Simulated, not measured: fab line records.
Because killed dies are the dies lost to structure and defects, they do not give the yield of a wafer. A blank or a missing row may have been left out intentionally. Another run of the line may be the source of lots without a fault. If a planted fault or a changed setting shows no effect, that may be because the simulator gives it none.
fab line records ; flow sky130
[record] lots = 6; wafers = 18; last_day = 50
route steps=708 shown NWELL@63
lots that met no fault: taken from a fault-free run of the same line
start_h: hours from the record's opening day to when the first of the lot's shown wafers began ; wait_h: hours elapsed since this lot's preceding step ; " same as the row above ; L1.1+2: several wafers, shown together as one row ; - no value, or no start given ; * or withheld: withheld ; < > ~ a bound
route shown NAME@n: a module of which the file shows steps, and the number in the route of the first ; usual: mean/standard deviation of fault-free wafers ; same: alike in all rows ; chamber/n: place in a boat ; sites: readings site by site ; _std_site: their standard deviation ; _edge_site: the outer-site mean with the inner-site mean subtracted ; radius_mm: for every site, how far away it sits from the centre of the wafer ; mask NAME#n: copy n ; behind: tool/chamber where the wafer was last shaped ; hold: cause of the lot's hold/its duration in hours/its outcome ; device: names the non-switching transistor (n, p or np) ; end of line: the route-end tests of the same wafers ; a step given without rows: its recipe and nothing more ; killed: dies lost to structure and defects at the first sort, not the wafer's yield ; map: a wafer's dies, x killed, . not, _ none there
set.NAME: the setting that was run; set.NAME@STEP: the one run at that earlier step ; model.NAME: the simulator's own value behind a step, which no gauge read
lots seen at some steps along the route; tables by step, rows by wafer
services: from which hour (start_h, from the record's first day; less than 0 if before it) a tool's chamber was out of use, for how many hours, and why
[[steps]]
[step SKY_NWELL_OVL_MEAS_10]
[usual] NWELL_00_OVL = -0.6/1.4
lot.wafer;tool;chamber;start_h;wait_h;NWELL_00_OVL[nm]
L583.2;overlay-02;-;94.80;-;2.3
L583.3;overlay-02;-;94.80;-;0.6
L583.6;overlay-02;-;94.80;-;2.1
L592.2;overlay-01;-;138.08;-;-3.0
L592.3;overlay-01;-;138.08;-;-0.1
L592.5;overlay-01;-;138.08;-;-3.3
L598.2;overlay-01;-;175.05;-;2.0
L598.3;overlay-01;-;175.05;-;0.8
L598.5;overlay-01;-;175.05;-;1.9
L599.3;overlay-02;-;178.04;-;-0.5
L599.4;overlay-02;-;178.04;-;0.2
L599.5;overlay-02;-;178.04;-;0.4
L604.2;overlay-02;-;208.68;-;0.9
L604.5;overlay-02;-;208.68;-;1.8
L604.6;overlay-02;-;208.68;-;0.6
L605.1;overlay-01;-;227.83;-;-1.4
L605.2;overlay-01;-;227.83;-;-0.5
L605.3;overlay-01;-;227.83;-;-0.2
[step SKY_NWELL_IMPLANT_11]
[recipe] species = P; energy_kev = 400; dose_cm2 = 1.9e+13; tilt_deg = withheld
[step SKY_NWELL_IMPLANT_12]
[recipe] species = P; energy_kev = 120; dose_cm2 = 1.3e+12; tilt_deg = withheld
[step SKY_NWELL_IMPLANT_13]
[recipe] species = P; energy_kev = 50; dose_cm2 = 7e+11; tilt_deg = withheld
[step SKY_NWELL_STRIP_14]
[recipe] chemistry = O2/N2; power_w = 1400; pressure_mtorr = 1500; platen_temp_c = withheld; o2_flow_sccm = 3000; n2_flow_sccm = 300; overash_fraction = 0.5
[usual] drypump_motor_current_A = 6.2/0.35; oes_product_au = 0.723/0.0041; strip_time_to_endpoint_s = 36.90/0.12
lot.wafer;tool;chamber;start_h;wait_h;drypump_motor_current_A;oes_product_au;rf_hours_counter_h;strip_time_to_endpoint_s
L583.2;plasma_asher-03;1;95.28;0.1;6.2;0.718;40;37.05
L583.3;plasma_asher-03;0;95.28;0.1;6.0;0.722;-;37.01
L583.6;plasma_asher-03;0;95.28;0.1;5.9;0.720;-;36.89
L592.2;plasma_asher-03;0;138.56;0.1;5.9;0.724;45;36.76
L592.3;plasma_asher-03;1;138.56;0.1;6.2;0.729;-;36.80
L592.5;plasma_asher-03;1;138.56;0.1;6.2;0.725;-;36.74
L598.2;plasma_asher-04;0;175.98;0.2;6.6;0.730;49;37.24
L598.3;plasma_asher-04;1;175.98;0.2;5.8;0.718;-;37.16
L598.5;plasma_asher-04;1;175.98;0.2;5.8;0.725;-;37.20
L599.3;plasma_asher-03;0;178.54;0.1;5.9;0.724;-;37.00
L599.4;plasma_asher-03;1;178.54;0.1;6.2;0.720;-;36.84
L599.5;plasma_asher-03;1;178.54;0.1;6.2;0.720;-;36.83
L604.2;plasma_asher-04;1;209.16;0.1;5.8;0.728;52;36.83
L604.5;plasma_asher-04;0;209.16;0.1;6.6;0.723;-;36.99
L604.6;plasma_asher-04;1;209.16;0.1;5.8;0.722;-;36.85
L605.1;plasma_asher-04;0;228.31;0.1;6.6;0.717;54;37.03
L605.2;plasma_asher-04;1;228.31;0.1;5.8;0.724;54;36.87
L605.3;plasma_asher-04;0;228.31;0.1;6.6;0.725;-;36.95
[step SKY_NWELL_TW_MEAS_15]
[usual] NWELL_TW = 1830/22
lot.wafer;tool;chamber;start_h;wait_h;NWELL_TW
L583.2;film_metro-03;-;95.39;0.1;1832
L583.3;film_metro-03;-;95.39;0.1;1825
L583.6;film_metro-03;-;95.39;0.1;1834
L592.2;film_metro-03;-;138.67;0.1;1828
L592.3;film_metro-03;-;138.67;0.1;1831
L592.5;film_metro-03;-;138.67;0.1;1837
L598.2;film_metro-04;-;176.09;0.1;1847
L598.3;film_metro-04;-;176.09;0.1;1860
L598.5;film_metro-04;-;176.09;0.1;1843
L599.3;film_metro-04;-;178.63;0.1;1864
L599.4;film_metro-04;-;178.63;0.1;1845
L599.5;film_metro-04;-;178.63;0.1;1839
L604.2;film_metro-02;-;209.27;0.1;1809
L604.5;film_metro-02;-;209.27;0.1;1810
L604.6;film_metro-02;-;209.27;0.1;1813
L605.1;film_metro-03;-;228.41;0.1;1836
L605.2;film_metro-03;-;228.41;0.1;1850
L605.3;film_metro-03;-;228.41;0.1;1850
[step SKY_NWELL_DEHYDRATE_16]
[recipe] temp_c = 200; time_s = 60
[step SKY_NWELL_HMDS_17]
[recipe] prime_time_s = 60; prime_temp_c = 120
[step SKY_NWELL_COAT_18]
[recipe] spin_rpm = 2000; resist_thk_nm = 3000
[step SKY_NWELL_SOFTBAKE_19]
[recipe] temp_c = 110; time_s = withheld
[step SKY_NWELL_EXPOSE_20]
[recipe] mask_id = NWM_COMPLEMENT; na = 0.6; source_shape = conventional; sigma_outer = 0.6; polarization = unpolarized; target_cd_nm = 840; dose_mj = 260
[step SKY_NWELL_PEB_21]
[recipe] temp_c = 115; time_s = withheld
[step SKY_NWELL_DEVELOP_22]
[recipe] wall_angle_deg = 90; developer = TMAH; develop_time_s = 60; dev_temp_c = 23
[usual] resist_line_temp_C = 23.00/0.11
lot.wafer;tool;chamber;start_h;wait_h;resist_line_temp_C
L583.2;litho_track-04;0;112;-;23.14
L583.3;litho_track-04;0;112;-;23.03
L583.6;litho_track-04;0;112;-;22.93
L592.2;litho_track-03;0;158;-;22.86
L592.3;litho_track-03;0;158;-;22.98
L592.5;litho_track-03;0;158;-;22.97
L598.2;litho_track-04;0;196;-;23.03
L598.3;litho_track-04;0;196;-;22.88
L598.5;litho_track-04;0;196;-;22.86
L599.3;litho_track-04;0;199;-;23.06
L599.4;litho_track-04;0;199;-;22.70
L599.5;litho_track-04;0;199;-;22.89
L604.2;litho_track-01;0;231;-;23.04
L604.5;litho_track-01;0;231;-;23.05
L604.6;litho_track-01;0;231;-;23.06
L605.1;litho_track-01;0;250;-;23.03
L605.2;litho_track-01;0;251;-;23.02
L605.3;litho_track-01;0;251;-;22.95
[step SKY_NWELL_OVL_MEAS_23]
[usual] NWELL_01_OVL = 0.9/1.4
lot.wafer;tool;chamber;start_h;wait_h;NWELL_01_OVL[nm]
L583.2;overlay-01;-;112.53;-;-1.1
L583.3;overlay-01;-;112.53;-;-2.6
L583.6;overlay-01;-;112.53;-;-0.9
L592.2;overlay-01;-;158.38;-;1.1
L592.3;overlay-01;-;158.38;-;1.1
L592.5;overlay-01;-;158.38;-;3.1
L598.2;overlay-02;-;196.23;-;-
L598.3;overlay-02;-;196.23;-;-
L598.5;overlay-02;-;196.23;-;-
L599.3;overlay-02;-;199.89;-;-
L599.4;overlay-02;-;199.89;-;-
L599.5;overlay-02;-;199.89;-;-
L604.2;overlay-01;-;231.60;-;1.1
L604.5;overlay-01;-;231.60;-;0.8
L604.6;overlay-01;-;231.60;-;0.4
L605.1;overlay-01;-;251.14;-;0.2
L605.2;overlay-01;-;251.14;-;0.5
L605.3;overlay-01;-;251.14;-;0.0
[step SKY_NWELL_IMPLANT_24]
[recipe] species = B; energy_kev = 140; dose_cm2 = 9.2e+12; tilt_deg = withheld
[step SKY_NWELL_STRIP_25]
[recipe] chemistry = O2/N2; power_w = 1400; pressure_mtorr = 1500; platen_temp_c = withheld; o2_flow_sccm = 3000; n2_flow_sccm = 300; overash_fraction = 0.5
[usual] drypump_motor_current_A = 6.2/0.36; oes_product_au = 0.722/0.0043; strip_time_to_endpoint_s = 36.88/0.11
lot.wafer;tool;chamber;start_h;wait_h;drypump_motor_current_A;oes_product_au;rf_hours_counter_h;strip_time_to_endpoint_s
L583.2;plasma_asher-03;0;112.71;0.1;5.9;0.722;42;36.79
L583.3;plasma_asher-03;1;112.71;0.1;6.2;0.721;-;36.78
L583.6;plasma_asher-03;1;112.71;0.1;6.2;0.729;-;36.78
L592.2;plasma_asher-04;1;158.56;0.1;5.8;0.729;47;36.92
L592.3;plasma_asher-04;0;158.56;0.1;6.6;0.724;-;36.88
L592.5;plasma_asher-04;0;158.56;0.1;6.6;0.720;-;36.98
L598.2;plasma_asher-04;0;196.41;0.1;6.6;0.723;51;36.83
L598.3;plasma_asher-04;1;196.41;0.1;5.8;0.718;-;36.94
L598.5;plasma_asher-04;1;196.41;0.1;5.8;0.715;-;36.84
L599.3;plasma_asher-03;0;200.10;0.1;5.9;0.721;-;36.97
L599.4;plasma_asher-03;1;200.10;0.1;6.2;0.732;-;37.09
L599.5;plasma_asher-03;0;200.10;0.1;5.9;0.724;-;37.12
L604.2;plasma_asher-01;1;231.78;0.1;5.8;0.711;12;37.06
L604.5;plasma_asher-01;1;231.78;0.1;5.8;0.723;-;36.99
L604.6;plasma_asher-01;0;231.78;0.1;6.7;0.721;-;37.04
L605.1;plasma_asher-01;1;251.32;0.1;5.8;0.718;13;36.84
L605.2;plasma_asher-01;0;251.32;0.1;6.7;0.729;13;36.79
L605.3;plasma_asher-01;0;251.32;0.1;6.7;0.721;-;36.85
[step SKY_NWELL_TW_MEAS_26]
[usual] NWELL_2_TW = 498/6
lot.wafer;tool;chamber;start_h;wait_h;NWELL_2_TW
L583.2;film_metro-03;-;112.82;0.1;500
L583.3;film_metro-03;-;112.82;0.1;502
L583.6;film_metro-03;-;112.82;0.1;500
L592.2;film_metro-04;-;158.67;0.1;505
L592.3;film_metro-04;-;158.67;0.1;506
L592.5;film_metro-04;-;158.67;0.1;505
L598.2;film_metro-02;-;196.52;0.1;30
L598.3;film_metro-02;-;196.52;0.1;30
L598.5;film_metro-02;-;196.52;0.1;30
L599.3;film_metro-03;-;200.18;0.1;30
L599.4;film_metro-03;-;200.18;0.1;30
L599.5;film_metro-03;-;200.18;0.1;30
L604.2;film_metro-04;-;231.89;0.1;505
L604.5;film_metro-04;-;231.89;0.1;504
L604.6;film_metro-04;-;231.89;0.1;505
L605.1;film_metro-02;-;251.42;0.1;490
L605.2;film_metro-02;-;251.42;0.1;491
L605.3;film_metro-02;-;251.42;0.1;492
[step SKY_NWELL_CLEAN_27]
[recipe] chemistry = SC1/SC2; mix = 1:4:20; temp_c = 70; time_s = 150; dry = n2_spin
[[services]]
tool;chamber;start_h;hours;kind
plasma_asher-01;-;108.75;9.0;pm
plasma_asher-01;0;108.75;9.0;vent_cycle
plasma_asher-01;1;108.75;9.0;vent_cycle
plasma_asher-01;0;117.75;-;clean
plasma_asher-01;1;117.75;-;clean
plasma_asher-03;-;144.88;0.7;repair
plasma_asher-03;-;156.42;13.1;repair
plasma_asher-03;-;168.40;0.4;repair
plasma_asher-03;-;213.50;2.7;repair
[[key]]
[first_sign] step = SKY_NWELL_OVL_MEAS_23; reading = NWELL_01_OVL; direction = missing
[effect] step = SKY_NWELL_TW_MEAS_26; reading = NWELL_2_TW; direction = down; sigmas = 78; usual = 498; struck = 30
met_at SKY_NWELL_DEVELOP_22
struck_wafers L598.2,L598.3,L598.5,L599.3,L599.4,L599.5
sort_left_out L598.2,L598.3,L598.5,L599.3,L599.4,L599.5
tester_left_out L598,L599
onset_between 112 196
[fault] kind = process_parameter_drift; tool = litho_track-04; chamber = -; onset_h = 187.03; steps = SKY_NWELL_DEVELOP_22; channel = develop_time_s; offset = *; shape = step; end_h = 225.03; acts_in = *; stated = *
// tester_left_out: of these lots the tester's yield and bins aren't shown, on N5 and GAA mostly nor the transistor test; their killed dies are dies lost to structure and defects alone, not to doping, threshold or leakage, so they don't give the yield
// sort_left_out: the simulated sort isn't trusted on such a fault, so these wafers' sort isn't shown, and their yield isn't known
